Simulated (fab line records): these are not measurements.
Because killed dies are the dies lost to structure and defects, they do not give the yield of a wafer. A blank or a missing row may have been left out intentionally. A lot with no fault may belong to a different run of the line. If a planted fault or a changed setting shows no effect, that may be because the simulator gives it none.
What tool caused it?	flow gf180mcu	13 lots, 39 wafers sampled, at 4 steps of a route of 602

WHAT THE GAUGES READ, wafer by wafer
GF_HV_LDD_TW_MEAS_11.
lot	measured	on	HV_LDD_TW
L425	day 9 19:44	film-metro-03	2392 2395 2390
L426	day 10 08:34	film-metro-02	2395 2405 2386
L427	day 10 13:34	film-metro-04	2400 2406 2399
L429	day 11 12:47	film-metro-03	2397 2395 2403
L433	day 12 15:19	film-metro-03	1222 1229 1221 1231 1235 1232
L436	day 13 13:50	film-metro-03	1172 1159 1177 1171 1158 1170
L439	day 14 14:35	film-metro-02	2387 2393 2388
L442	day 15 07:26	film-metro-03	2388 2383 2401
L444	day 15 23:11	film-metro-03	2397 2389 2392
L445	day 16 04:53	film-metro-02	2403 2394 2411
L446	day 16 12:17	film-metro-02	2406 2405 2414
L447	day 16 16:49	film-metro-03	2422 2422 2418
L448	day 17 01:40	film-metro-04	2407 2396 2405

GF_CONTACT_THK_MEAS_01.
lot	measured	on	CONTACT_CVD_00_THK (nm)
L425	day 14 21:26	film-metro-02	299.3 297.5 298.7
L426	day 15 14:28	film-metro-02	298.3 302.9 297.5
L427	day 15 19:06	film-metro-03	300.5 301.8 305.3
L429	day 16 21:53	film-metro-04	297.5 297.0 294.3
L439	day 20 14:14	film-metro-03	303.0 299.0 302.2
L442	day 21 10:40	film-metro-04	300.0 297.9 298.4
L444	day 22 03:02	film-metro-03	298.6 294.3 302.2
L445	day 22 09:04	film-metro-04	293.5 298.9 298.6
L446	day 22 17:14	film-metro-04	302.8 298.3 298.3
L447	day 22 20:32	film-metro-03	298.3 296.6 296.4
L448	day 23 05:23	film-metro-04	299.7 299.7 298.0

WHAT TOOL EACH LOT RAN ON (gives the tool, then ch and the chambers of the sampled wafers, and finally the start)
lot	GF_HV_LDD_IMPLANT_09	GF_SAB_CVD_00
L425	implanter-02 ch 0, day 9 19:31	pecvd-04 ch 0,1,2, day 13 23:45
L426	implanter-02 ch 0, day 10 08:20	pecvd-04 ch 1,2, day 14 16:19
L427	implanter-04 ch 0, day 10 13:19	pecvd-02 ch 0,1,2, day 14 20:53
L429	implanter-03 ch 0, day 11 12:34	pecvd-03 ch 0,2, day 15 22:52
L433	implanter-02 ch 0, day 12 15:04	-
L436	implanter-02 ch 0, day 13 13:35	-
L439	implanter-03 ch 0, day 14 14:22	pecvd-03 ch 1,2, day 19 12:53
L442	implanter-04 ch 0, day 15 07:13	pecvd-03 ch 0,1,2, day 20 09:35
L444	implanter-03 ch 0, day 15 22:58	pecvd-04 ch 1,2, day 21 01:55
L445	implanter-02 ch 0, day 16 04:40	pecvd-02 ch 0,1, day 21 08:11
L446	implanter-03 ch 0, day 16 12:04	pecvd-03 ch 0,1, day 21 16:41
L447	implanter-04 ch 0, day 16 16:35	pecvd-03 ch 0,2, day 21 20:12
L448	implanter-04 ch 0, day 17 01:25	pecvd-02 ch 1,2, day 22 04:56
- GF_HV_LDD_IMPLANT_09
- GF_SAB_CVD_00: deposits SiO2 from TEOS, target thk 50 nm, time 4.9302 s.

WHAT THE TOOLS THEMSELVES READ (means of the sampled wafers that have a number; where no wafer has one, the mark that the record gives instead)
GF_HV_LDD_IMPLANT_09.
lot	tool	dose-ions-cm2	faraday-current-uA
L425	implanter-02	9.986e+13	567
L426	implanter-02	9.994e+13	564
L427	implanter-04	1.001e+14	562
L429	implanter-03	1.000e+14	564
L433	implanter-02	9.997e+12	56
L436	implanter-02	1.002e+13	56
L439	implanter-03	1.001e+14	564
L442	implanter-04	9.994e+13	561
L444	implanter-03	9.986e+13	568
L445	implanter-02	9.991e+13	565
L446	implanter-03	9.999e+13	567
L447	implanter-04	1.001e+14	564
L448	implanter-04	9.986e+13	558

GF_SAB_CVD_00.
lot	tool	heater-power-w (W)
L425	pecvd-04	562
L426	pecvd-04	612
L427	pecvd-02	650
L429	pecvd-03	553
L439	pecvd-03	498
L442	pecvd-03	558
L444	pecvd-04	576
L445	pecvd-02	610
L446	pecvd-03	456
L447	pecvd-03	575
L448	pecvd-02	695

THE ANSWER, worked out from the rows above alone
Rule: the usual values come from the lots themselves. Put in order of their means at a reading, lots are off if they are a third of the lots or fewer, leave a main group of 4 or more, and stand apart from it by a gap of 3 or more times the standard deviation of the main group's means; of several such gaps the widest counts. Not used: any main group whose means are identical at the precision the tables above print for the reading. Also off: a lot with no number at a reading for which 4 or more lots have one. The other lots that the step has rows for count as sound. Order of review: gauges by route order, followed by the tools' own readings, for which a lot's mean as printed above is used. At the first step where some lot is off, the reading lying furthest off is the one used; lots without a number count as furthest.
Off: L433, L436, seen at GF_HV_LDD_TW_MEAS_11 (HV_LDD_TW). The main group: mean 2400, standard deviation 8.8.
If a tool, at a process step before that reading, ran all the lots that are off and no sound lot after the first of them, it fits. Not tried: the gauges at GF_HV_LDD_TW_MEAS_11; whatever is off there is also off at GF_HV_LDD_IMPLANT_09, on other tools, and gauge error can't account for it. Of those tried, none fits.

WHAT WAS PUT IN BY THE SIMULATOR
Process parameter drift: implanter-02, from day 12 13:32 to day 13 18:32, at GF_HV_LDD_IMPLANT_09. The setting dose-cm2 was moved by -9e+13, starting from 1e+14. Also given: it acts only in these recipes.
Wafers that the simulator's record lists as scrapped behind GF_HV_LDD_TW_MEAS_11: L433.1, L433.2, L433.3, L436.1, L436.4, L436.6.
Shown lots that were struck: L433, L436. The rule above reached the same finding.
